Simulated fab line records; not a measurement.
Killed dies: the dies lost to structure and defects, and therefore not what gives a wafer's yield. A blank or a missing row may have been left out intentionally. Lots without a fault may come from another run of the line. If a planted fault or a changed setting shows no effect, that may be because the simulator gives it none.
What tool caused it? || flow sky130 || Sampling: 11 lots, 33 wafers, 5 of 708 route steps

WHAT EACH GAUGE READ, for each wafer
The record lacks any reading of a measuring or inspecting step that a usual standard deviation could be used to judge.

EACH LOT AND THE TOOL THAT RAN IT (in order: tool; ch and the chambers of the sampled wafers; start)
{"lot": "L672", "SKY_VIA3_ETCH_15": "rie diel-02 ch 1,3, day 41 03:02", "SKY_METAL4_SPUTTER_04": "pvd sputter-04, day 41 04:28", "SKY_CAP2M_SPUTTER_02": "pvd sputter-02, day 41 04:36", "SKY_CAP2M_METAL_ETCH_13": "rie metal-04 ch 0,1, day 42 03:41", "SKY_METAL4_ETCH_17": "rie diel-04 ch 0,1, day 43 03:38"}
{"lot": "L673", "SKY_VIA3_ETCH_15": "rie diel-04 ch 1,2, day 41 12:05", "SKY_METAL4_SPUTTER_04": "pvd sputter-01, day 41 13:31", "SKY_CAP2M_SPUTTER_02": "pvd sputter-04, day 41 13:40", "SKY_CAP2M_METAL_ETCH_13": "rie metal-04 ch 0,1, day 42 12:51", "SKY_METAL4_ETCH_17": "rie diel-03 ch 2,3, day 43 12:42"}
{"lot": "L674", "SKY_VIA3_ETCH_15": "rie diel-04 ch 0,2,3, day 41 16:30", "SKY_METAL4_SPUTTER_04": "pvd sputter-04, day 41 17:56", "SKY_CAP2M_SPUTTER_02": "pvd sputter-02, day 41 18:04", "SKY_CAP2M_METAL_ETCH_13": "rie metal-03 ch 0,1, day 42 17:15", "SKY_METAL4_ETCH_17": "rie diel-04 ch 1,2,3, day 43 16:26"}
{"lot": "L675", "SKY_VIA3_ETCH_15": "rie diel-01 ch 0,3, day 41 16:43", "SKY_METAL4_SPUTTER_04": "pvd sputter-04, day 41 18:14", "SKY_CAP2M_SPUTTER_02": "pvd sputter-02, day 41 18:22", "SKY_CAP2M_METAL_ETCH_13": "rie metal-04 ch 0,1, day 42 17:29", "SKY_METAL4_ETCH_17": "rie diel-01 ch 1,2,3, day 43 17:58"}
{"lot": "L677", "SKY_VIA3_ETCH_15": "rie diel-04 ch 0,2, day 42 05:36", "SKY_METAL4_SPUTTER_04": "pvd sputter-04, day 42 07:01", "SKY_CAP2M_SPUTTER_02": "pvd sputter-02, day 42 07:09", "SKY_CAP2M_METAL_ETCH_13": "rie metal-04 ch 0,1, day 43 05:12", "SKY_METAL4_ETCH_17": "rie diel-01 ch 0,2,3, day 44 04:52"}
{"lot": "L680", "SKY_VIA3_ETCH_15": "rie diel-01 ch 0,2,3, day 43 02:22", "SKY_METAL4_SPUTTER_04": "pvd sputter-01, day 43 03:55", "SKY_CAP2M_SPUTTER_02": "pvd sputter-03, day 43 04:04", "SKY_CAP2M_METAL_ETCH_13": "rie metal-03 ch 0,1, day 44 02:59", "SKY_METAL4_ETCH_17": "rie diel-04 ch 0,2,3, day 45 01:40"}
{"lot": "L681", "SKY_VIA3_ETCH_15": "rie diel-02 ch 1,2, day 43 03:48", "SKY_METAL4_SPUTTER_04": "pvd sputter-01, day 43 05:13", "SKY_CAP2M_SPUTTER_02": "pvd sputter-02, day 43 05:21", "SKY_CAP2M_METAL_ETCH_13": "rie metal-04 ch 0,1, day 44 03:56", "SKY_METAL4_ETCH_17": "rie diel-01 ch 1,2, day 45 02:38"}
{"lot": "L682", "SKY_VIA3_ETCH_15": "rie diel-04 ch 0,3, day 43 12:44", "SKY_METAL4_SPUTTER_04": "pvd sputter-04, day 43 14:09", "SKY_CAP2M_SPUTTER_02": "pvd sputter-02, day 43 14:18", "SKY_CAP2M_METAL_ETCH_13": "rie metal-04 ch 0,1, day 44 12:59", "SKY_METAL4_ETCH_17": "rie diel-03 ch 0,2,3, day 45 10:43"}
{"lot": "L689", "SKY_VIA3_ETCH_15": "rie diel-02 ch 2,3, day 45 19:28", "SKY_METAL4_SPUTTER_04": "pvd sputter-03, day 45 20:56", "SKY_CAP2M_SPUTTER_02": "pvd sputter-03, day 45 21:04", "SKY_CAP2M_METAL_ETCH_13": "rie metal-02 ch 0,1, day 46 17:45", "SKY_METAL4_ETCH_17": "rie diel-01 ch 0,1, day 47 14:21"}
{"lot": "L691", "SKY_VIA3_ETCH_15": "rie diel-04 ch 0,1,2, day 45 23:20", "SKY_METAL4_SPUTTER_04": "pvd sputter-04, day 46 00:46", "SKY_CAP2M_SPUTTER_02": "pvd sputter-03, day 46 00:56", "SKY_CAP2M_METAL_ETCH_13": "rie metal-04 ch 0,1, day 46 21:20", "SKY_METAL4_ETCH_17": "rie diel-01 ch 2,3, day 47 18:27"}
{"lot": "L690", "SKY_VIA3_ETCH_15": "rie diel-01 ch 2,3, day 45 23:42", "SKY_METAL4_SPUTTER_04": "pvd sputter-01, day 46 01:07", "SKY_CAP2M_SPUTTER_02": "pvd sputter-02, day 46 01:15", "SKY_CAP2M_METAL_ETCH_13": "rie metal-02 ch 1, day 46 21:39", "SKY_METAL4_ETCH_17": "rie diel-04 ch 0,1, day 47 18:47"}
- SKY_VIA3_ETCH_15: etches SiO2 in C4F8/O2/Ar, stops on TiN, target depth 507 nm, time 78 s.
- SKY_METAL4_SPUTTER_04: material TiN, target thk 70 nm, time 58.3 s.
- SKY_CAP2M_SPUTTER_02: material TiN, target thk 200 nm, time 166.7 s.
- SKY_CAP2M_METAL_ETCH_13: etches TiN in Cl2/BCl3, stops on SiO2, target depth 220 nm, time 62.9 s.
- SKY_METAL4_ETCH_17: etches SiO2 in C4F8/O2/Ar, stops on TiN, time 3.9 s, target depth 15 nm.

AS READ BY THE TOOLS THEMSELVES (means over the sampled wafers that have a number; for cases with no such wafer, the mark the record gives instead)
SKY_VIA3_ETCH_15.
{"lot": "L672", "tool": "rie diel-02", "oes product au (a.u.)": 0.942, "run length s (s)": 105.9}
{"lot": "L673", "tool": "rie diel-04", "oes product au (a.u.)": 0.950, "run length s (s)": 106.3}
{"lot": "L674", "tool": "rie diel-04", "oes product au (a.u.)": 0.949, "run length s (s)": 106.3}
{"lot": "L675", "tool": "rie diel-01", "oes product au (a.u.)": 0.945, "run length s (s)": 106.0}
{"lot": "L677", "tool": "rie diel-04", "oes product au (a.u.)": 0.942, "run length s (s)": 106.6}
{"lot": "L680", "tool": "rie diel-01", "oes product au (a.u.)": 0.947, "run length s (s)": 106.0}
{"lot": "L681", "tool": "rie diel-02", "oes product au (a.u.)": 0.945, "run length s (s)": 106.4}
{"lot": "L682", "tool": "rie diel-04", "oes product au (a.u.)": 0.941, "run length s (s)": 106.2}
{"lot": "L689", "tool": "rie diel-02", "oes product au (a.u.)": 0.946, "run length s (s)": 106.0}
{"lot": "L691", "tool": "rie diel-04", "oes product au (a.u.)": 0.942, "run length s (s)": 106.2}
{"lot": "L690", "tool": "rie diel-01", "oes product au (a.u.)": 0.943, "run length s (s)": 105.5}

SKY_METAL4_SPUTTER_04.
{"lot": "L672", "tool": "pvd sputter-04", "throttle valve pct (%)": 30.0}
{"lot": "L673", "tool": "pvd sputter-01", "throttle valve pct (%)": 29.1}
{"lot": "L674", "tool": "pvd sputter-04", "throttle valve pct (%)": 30.7}
{"lot": "L675", "tool": "pvd sputter-04", "throttle valve pct (%)": 30.8}
{"lot": "L677", "tool": "pvd sputter-04", "throttle valve pct (%)": 30.8}
{"lot": "L680", "tool": "pvd sputter-01", "throttle valve pct (%)": 29.1}
{"lot": "L681", "tool": "pvd sputter-01", "throttle valve pct (%)": 29.2}
{"lot": "L682", "tool": "pvd sputter-04", "throttle valve pct (%)": 30.7}
{"lot": "L689", "tool": "pvd sputter-03", "throttle valve pct (%)": 29.5}
{"lot": "L691", "tool": "pvd sputter-04", "throttle valve pct (%)": 31.3}
{"lot": "L690", "tool": "pvd sputter-01", "throttle valve pct (%)": 28.5}

SKY_CAP2M_SPUTTER_02.
{"lot": "L672", "tool": "pvd sputter-02", "throttle valve pct (%)": 29.2}
{"lot": "L673", "tool": "pvd sputter-04", "throttle valve pct (%)": 29.8}
{"lot": "L674", "tool": "pvd sputter-02", "throttle valve pct (%)": 29.4}
{"lot": "L675", "tool": "pvd sputter-02", "throttle valve pct (%)": 29.4}
{"lot": "L677", "tool": "pvd sputter-02", "throttle valve pct (%)": 30.1}
{"lot": "L680", "tool": "pvd sputter-03", "throttle valve pct (%)": 29.4}
{"lot": "L681", "tool": "pvd sputter-02", "throttle valve pct (%)": 29.9}
{"lot": "L682", "tool": "pvd sputter-02", "throttle valve pct (%)": 29.5}
{"lot": "L689", "tool": "pvd sputter-03", "throttle valve pct (%)": 29.5}
{"lot": "L691", "tool": "pvd sputter-03", "throttle valve pct (%)": 29.4}
{"lot": "L690", "tool": "pvd sputter-02", "throttle valve pct (%)": 30.7}

SKY_CAP2M_METAL_ETCH_13.
{"lot": "L672", "tool": "rie metal-04", "drypump motor current A (A)": 5.7, "oes product au (a.u.)": 0.929, "run length s (s)": 91.2, "throttle valve pct (%)": 21.913}
{"lot": "L673", "tool": "rie metal-04", "drypump motor current A (A)": 5.7, "oes product au (a.u.)": 0.940, "run length s (s)": 91.4, "throttle valve pct (%)": 21.905}
{"lot": "L674", "tool": "rie metal-03", "drypump motor current A (A)": 5.8, "oes product au (a.u.)": 0.934, "run length s (s)": 91.6, "throttle valve pct (%)": 21.900}
{"lot": "L675", "tool": "rie metal-04", "drypump motor current A (A)": 5.3, "oes product au (a.u.)": 0.952, "run length s (s)": 91.1, "throttle valve pct (%)": 21.890}
{"lot": "L677", "tool": "rie metal-04", "drypump motor current A (A)": 5.7, "oes product au (a.u.)": 0.953, "run length s (s)": 91.4, "throttle valve pct (%)": 21.887}
{"lot": "L680", "tool": "rie metal-03", "drypump motor current A (A)": 5.9, "oes product au (a.u.)": 0.947, "run length s (s)": 91.5, "throttle valve pct (%)": 21.906}
{"lot": "L681", "tool": "rie metal-04", "drypump motor current A (A)": 5.4, "oes product au (a.u.)": 0.908, "run length s (s)": 94.9, "throttle valve pct (%)": 21.924}
{"lot": "L682", "tool": "rie metal-04", "drypump motor current A (A)": 5.4, "oes product au (a.u.)": 0.900, "run length s (s)": 95.3, "throttle valve pct (%)": 21.926}
{"lot": "L689", "tool": "rie metal-02", "drypump motor current A (A)": 5.5, "oes product au (a.u.)": 0.937, "run length s (s)": 91.0, "throttle valve pct (%)": 21.908}
{"lot": "L691", "tool": "rie metal-04", "drypump motor current A (A)": 5.4, "oes product au (a.u.)": 0.948, "run length s (s)": 91.1, "throttle valve pct (%)": 21.903}
{"lot": "L690", "tool": "rie metal-02", "drypump motor current A (A)": 5.2, "oes product au (a.u.)": 0.946, "run length s (s)": 91.3, "throttle valve pct (%)": 21.901}

SKY_METAL4_ETCH_17.
{"lot": "L672", "tool": "rie diel-04", "oes product au (a.u.)": 0.760}
{"lot": "L673", "tool": "rie diel-03", "oes product au (a.u.)": 0.738}
{"lot": "L674", "tool": "rie diel-04", "oes product au (a.u.)": 0.753}
{"lot": "L675", "tool": "rie diel-01", "oes product au (a.u.)": 0.757}
{"lot": "L677", "tool": "rie diel-01", "oes product au (a.u.)": 0.750}
{"lot": "L680", "tool": "rie diel-04", "oes product au (a.u.)": 0.758}
{"lot": "L681", "tool": "rie diel-01", "oes product au (a.u.)": 0.723}
{"lot": "L682", "tool": "rie diel-03", "oes product au (a.u.)": 0.737}
{"lot": "L689", "tool": "rie diel-01", "oes product au (a.u.)": 0.757}
{"lot": "L691", "tool": "rie diel-01", "oes product au (a.u.)": 0.760}
{"lot": "L690", "tool": "rie diel-04", "oes product au (a.u.)": 0.758}

THE ANSWER, worked out from the rows above alone
Rule: the usual values come from the lots themselves. The widest of any qualifying gaps counts: lots, ordered by their means at a reading, are off when they make up no more than a third of the lots, leave a main group of 4 or more, and stand apart from it by 3 or more times the standard deviation of that group's means. The tables above print the reading to a certain number of digits; a main group whose means all agree to those digits is not used. A lot without any number at a reading at which 4 lots or more have one is off too. All remaining lots with rows at the step are treated as sound. The gauges are gone through in route order, then the tools' own readings, and for those a lot's mean is taken as printed above. At the first step where some lot is off, the reading lying furthest off is the one used; lots without a number count as furthest.
Off, at SKY_CAP2M_METAL_ETCH_13 on run length s: L681, L682. For the main group the mean is 91.3 s and the standard deviation 0.19.
If a tool, at that step or one of the process steps before it, ran each lot that is off and ran no sound lot following the first of them, it fits. Not one of the candidates tried fits.

WHAT THE SIMULATOR HAD INSERTED
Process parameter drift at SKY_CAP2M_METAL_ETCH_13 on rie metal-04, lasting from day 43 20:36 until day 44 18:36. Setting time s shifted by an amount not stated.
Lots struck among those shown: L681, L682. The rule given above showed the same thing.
